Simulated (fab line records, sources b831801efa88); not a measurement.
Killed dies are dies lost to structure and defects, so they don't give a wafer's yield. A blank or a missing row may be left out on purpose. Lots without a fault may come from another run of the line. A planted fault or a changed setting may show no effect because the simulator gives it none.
One fault seen from 2 desks | flow sky130 | each desk has only its own numbers; what lay behind them comes last

THE TOOL OWNER'S DESK: furnace-02
The tool's own readings at SKY_FIELD_ISO_OXIDATION_01 (stabilise 600 s, purge 300 s, target thk 12 nm): means of the sampled wafers that have a number, for each lot that ran on this tool. A lot is out of limits, marked OUT, if its mean lies more than 4 standard deviations from the usual mean; the brackets give that distance.
Columns: A = ox_temp_c at SKY_FIELD_ISO_OXIDATION_01, usual 900.0 C; B = spike_tc_upper_C at SKY_FIELD_ISO_OXIDATION_01, usual 899.0 C; C = zone_power_bottom_pct at SKY_FIELD_ISO_OXIDATION_01, usual 26.4 %
lot  | first seen here | A     | B     | C
L166 | day 1 20:31     | 900.4 | 898.3 | 27.9
L167 | day 2 02:02     | 899.6 | 898.9 | 27.8
L168 | day 2 10:44     | 900.6 | 899.1 | 28.1
L181 | day 5 02:19     | 899.9 | 898.6 | 28.2
L182 | day 5 06:23     | 900.5 | 899.4 | 27.9
L184 | day 5 14:43     | 900.0 | 898.9 | 27.7
L186 | day 6 00:07     | 900.0 | 899.6 | 27.7
L187 | day 6 05:07     | 900.0 | 898.4 | 28.0
This desk's finding: nothing out of limits on any of the 8 lots.

THE METROLOGY DESK
What the gauges read, lot by lot, whatever tool the lot ran on: means of the sampled wafers that have a number. A lot is out of limits, marked OUT, if its mean lies more than 4 standard deviations from the usual mean; the brackets give that distance.
Columns: A = FIELD_ISO_OXIDATION_00_THK at SKY_FIELD_ISO_THK_MEAS_02, usual 12.07 nm; B = NWELL_01_OVL at SKY_NWELL_OVL_MEAS_23, usual 1.2 nm; C = LDD_LDN_TW at SKY_LDD_LDN_TW_MEAS_13, usual 1491
lot  | first seen here | A                | B   | C
L164 | day 1 12:15     | 11.92            | 1.6 | 1509
L166 | day 1 22:02     | 12.20            | 2.8 | 1495
L167 | day 2 03:34     | 10.02 (-8.2) OUT | 1.0 | 1499
L168 | day 2 12:16     | 10.67 (-5.6) OUT | 0.9 | 1498
L179 | day 4 14:56     | 12.10            | 0.1 | 1476
L180 | day 4 20:41     | 12.14            | 0.6 | 1501
L181 | day 5 03:50     | 12.29            | 1.3 | 1497
L182 | day 5 07:54     | 12.10            | 0.9 | 1483
L184 | day 5 16:14     | 11.73            | 2.0 | 1490
L185 | day 5 21:30     | 12.05            | 1.9 | 1490
L186 | day 6 01:38     | 11.91            | 1.7 | 1488
L187 | day 6 06:39     | 11.82            | 0.0 | 1498
This desk's finding: out of limits on L167, L168; first on L167, day 2 03:34 (FIELD_ISO_OXIDATION_00_THK at SKY_FIELD_ISO_THK_MEAS_02). In limits: L164, L166, L179, L180, L181, L182, L184, L185, L186, L187.

PUT TOGETHER
The metrology desk could have raised an alarm at day 2 03:34, on L167, L168.
The tool owner's desk saw nothing out of limits.
The tool owner's desk has L167, L168 on record, within its limits.
Of the lots named, all ran SKY_FIELD_ISO_OXIDATION_01 on furnace-02.

WHAT THE SIMULATOR HAD PUT IN
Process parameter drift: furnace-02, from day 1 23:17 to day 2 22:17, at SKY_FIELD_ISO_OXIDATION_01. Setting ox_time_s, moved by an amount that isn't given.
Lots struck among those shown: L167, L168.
Hours from the fault's start to each desk's first reading out of limits: the metrology desk, 4.
